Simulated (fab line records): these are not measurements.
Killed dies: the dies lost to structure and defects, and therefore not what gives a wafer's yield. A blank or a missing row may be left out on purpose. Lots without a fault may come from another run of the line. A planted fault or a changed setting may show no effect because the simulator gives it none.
Matching of chambers || flow gf180mcu || GF_V3_CMP_26 on cmp-02 has 4 sister chambers
The step polishes, stops on SiO2, t overpolish 15 s, target thk 0 nm. 30 wafers are shown with their chamber, then 12 later ones without.

WAFERS WITH THEIR CHAMBER
{"wafer": "L074.3", "chamber": 0, "motorCurrentA (A)": 11.9, "overpolishRunS (s)": 15.004, "timeToEndpointS (s)": 82}
{"wafer": "L074.4", "chamber": 3, "motorCurrentA (A)": 9.5, "overpolishRunS (s)": 14.988, "timeToEndpointS (s)": 81}
{"wafer": "L074.6", "chamber": 2, "motorCurrentA (A)": 12.4, "overpolishRunS (s)": 15.005, "timeToEndpointS (s)": 79}
{"wafer": "L077.3", "chamber": 0, "motorCurrentA (A)": 11.3, "overpolishRunS (s)": 15.003, "timeToEndpointS (s)": 83}
{"wafer": "L077.5", "chamber": 2, "motorCurrentA (A)": 11.9, "overpolishRunS (s)": 14.993, "timeToEndpointS (s)": 89}
{"wafer": "L077.6", "chamber": 1, "motorCurrentA (A)": 11.4, "overpolishRunS (s)": 14.991, "timeToEndpointS (s)": 81}
{"wafer": "L078.2", "chamber": 0, "motorCurrentA (A)": 12.5, "overpolishRunS (s)": 15.005, "timeToEndpointS (s)": 80}
{"wafer": "L078.4", "chamber": 1, "motorCurrentA (A)": 11.2, "overpolishRunS (s)": 14.992, "timeToEndpointS (s)": 83}
{"wafer": "L078.5", "chamber": 3, "motorCurrentA (A)": 9.1, "overpolishRunS (s)": 14.990, "timeToEndpointS (s)": 85}
{"wafer": "L080.2", "chamber": 0, "motorCurrentA (A)": 12.1, "overpolishRunS (s)": 15.007, "timeToEndpointS (s)": 81}
{"wafer": "L080.3", "chamber": 3, "motorCurrentA (A)": 9.8, "overpolishRunS (s)": 15.012, "timeToEndpointS (s)": 84}
{"wafer": "L080.4", "chamber": 1, "motorCurrentA (A)": 10.9, "overpolishRunS (s)": 14.985, "timeToEndpointS (s)": 81}
{"wafer": "L084.1", "chamber": 1, "motorCurrentA (A)": 11.1, "overpolishRunS (s)": 14.996, "timeToEndpointS (s)": 81}
{"wafer": "L084.2", "chamber": 3, "motorCurrentA (A)": 9.3, "overpolishRunS (s)": 14.992, "timeToEndpointS (s)": 83}
{"wafer": "L084.5", "chamber": 2, "motorCurrentA (A)": 12.1, "overpolishRunS (s)": 14.997, "timeToEndpointS (s)": 83}
{"wafer": "L085.3", "chamber": 1, "motorCurrentA (A)": 10.8, "overpolishRunS (s)": 14.997, "timeToEndpointS (s)": 78}
{"wafer": "L085.4", "chamber": 3, "motorCurrentA (A)": 9.8, "overpolishRunS (s)": 15.014, "timeToEndpointS (s)": 85}
{"wafer": "L085.5", "chamber": 0, "motorCurrentA (A)": 12.5, "overpolishRunS (s)": 14.989, "timeToEndpointS (s)": 82}
{"wafer": "L086.1", "chamber": 1, "motorCurrentA (A)": 11.0, "overpolishRunS (s)": 14.990, "timeToEndpointS (s)": 82}
{"wafer": "L086.3", "chamber": 0, "motorCurrentA (A)": 12.3, "overpolishRunS (s)": 14.995, "timeToEndpointS (s)": 79}
{"wafer": "L086.6", "chamber": 3, "motorCurrentA (A)": 9.8, "overpolishRunS (s)": 15.003, "timeToEndpointS (s)": 81}
{"wafer": "L090.1", "chamber": 2, "motorCurrentA (A)": 12.1, "overpolishRunS (s)": 15.016, "timeToEndpointS (s)": 84}
{"wafer": "L090.4", "chamber": 1, "motorCurrentA (A)": 10.7, "overpolishRunS (s)": 15.002, "timeToEndpointS (s)": 83}
{"wafer": "L090.6", "chamber": 2, "motorCurrentA (A)": 12.6, "overpolishRunS (s)": 14.999, "timeToEndpointS (s)": 82}
{"wafer": "L091.1", "chamber": 1, "motorCurrentA (A)": 11.4, "overpolishRunS (s)": 14.987, "timeToEndpointS (s)": 88}
{"wafer": "L091.4", "chamber": 3, "motorCurrentA (A)": 9.1, "overpolishRunS (s)": 15.012, "timeToEndpointS (s)": 86}
{"wafer": "L091.6", "chamber": 0, "motorCurrentA (A)": 11.5, "overpolishRunS (s)": 15.007, "timeToEndpointS (s)": 87}
{"wafer": "L092.2", "chamber": 2, "motorCurrentA (A)": 12.3, "overpolishRunS (s)": 15.013, "timeToEndpointS (s)": 86}
{"wafer": "L092.4", "chamber": 0, "motorCurrentA (A)": 12.3, "overpolishRunS (s)": 14.993, "timeToEndpointS (s)": 83}
{"wafer": "L092.6", "chamber": 1, "motorCurrentA (A)": 10.9, "overpolishRunS (s)": 15.007, "timeToEndpointS (s)": 85}

SIGNATURES, as means of the wafers listed above
{"reading": "motorCurrentA", "chamber 0": 12.050, "chamber 1": 11.044, "chamber 2": 12.233, "chamber 3": 9.486, "scatter within a chamber": 0.332}
{"reading": "overpolishRunS", "chamber 0": 15.00038, "chamber 1": 14.99411, "chamber 2": 15.00383, "chamber 3": 15.00157, "scatter within a chamber": 0.00866}
{"reading": "timeToEndpointS", "chamber 0": 82.12, "chamber 1": 82.44, "chamber 2": 83.83, "chamber 3": 83.57, "scatter within a chamber": 2.69}
Rule: a wafer lies at a distance from a chamber equal to the root of the sum of squares, over the readings, of (its reading less the chamber's mean, divided by the reading's scatter). The wafer belongs to the nearest chamber; if the next one is less than 2 further off, it can't be placed. The scatter: take each reading less its chamber's mean, square it, sum over the shown wafers, divide by the number of wafers less the number of chambers, and take the root.

WAFERS WITH NO CHAMBER GIVEN
{"wafer": "L093.1", "motorCurrentA (A)": 9.4, "overpolishRunS (s)": 15.003, "timeToEndpointS (s)": 84}
{"wafer": "L093.3", "motorCurrentA (A)": 12.1, "overpolishRunS (s)": 15.004, "timeToEndpointS (s)": 80}
{"wafer": "L093.4", "motorCurrentA (A)": 12.1, "overpolishRunS (s)": 15.002, "timeToEndpointS (s)": 85}
{"wafer": "L094.1", "motorCurrentA (A)": 11.8, "overpolishRunS (s)": 15.000, "timeToEndpointS (s)": 87}
{"wafer": "L094.2", "motorCurrentA (A)": 12.3, "overpolishRunS (s)": 14.993, "timeToEndpointS (s)": 82}
{"wafer": "L094.5", "motorCurrentA (A)": 11.2, "overpolishRunS (s)": 15.008, "timeToEndpointS (s)": 82}
{"wafer": "L095.1", "motorCurrentA (A)": 12.2, "overpolishRunS (s)": 14.998, "timeToEndpointS (s)": 89}
{"wafer": "L095.4", "motorCurrentA (A)": 10.8, "overpolishRunS (s)": 14.992, "timeToEndpointS (s)": 85}
{"wafer": "L095.5", "motorCurrentA (A)": 9.2, "overpolishRunS (s)": 14.994, "timeToEndpointS (s)": 87}
{"wafer": "L097.2", "motorCurrentA (A)": 11.9, "overpolishRunS (s)": 15.002, "timeToEndpointS (s)": 87}
{"wafer": "L097.4", "motorCurrentA (A)": 12.5, "overpolishRunS (s)": 14.982, "timeToEndpointS (s)": 84}
{"wafer": "L097.5", "motorCurrentA (A)": 11.0, "overpolishRunS (s)": 14.992, "timeToEndpointS (s)": 87}

WHICH CHAMBER EACH ONE RAN IN
{"wafer": "L093.1", "from the rows above": 3, "in truth": 3}
{"wafer": "L093.3", "from the rows above": "can't be placed: 0 or 2", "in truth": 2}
{"wafer": "L093.4", "from the rows above": "can't be placed: 2 or 0", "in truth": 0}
{"wafer": "L094.1", "from the rows above": "can't be placed: 2 or 0 or 1", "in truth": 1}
{"wafer": "L094.2", "from the rows above": "can't be placed: 0 or 2", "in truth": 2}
{"wafer": "L094.5", "from the rows above": "can't be placed: 1 or 0 or 2", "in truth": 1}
{"wafer": "L095.1", "from the rows above": "can't be placed: 2 or 0", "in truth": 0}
{"wafer": "L095.4", "from the rows above": 1, "in truth": 1}
{"wafer": "L095.5", "from the rows above": 3, "in truth": 3}
{"wafer": "L097.2", "from the rows above": "can't be placed: 2 or 0 or 1", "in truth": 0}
{"wafer": "L097.4", "from the rows above": "can't be placed: 0 or 2", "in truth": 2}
{"wafer": "L097.5", "from the rows above": 1, "in truth": 1}
4 of 12 placed correctly. Unplaceable from these rows: 8, with the true chamber sitting among the candidates in 8. Wrongly placed: 0.
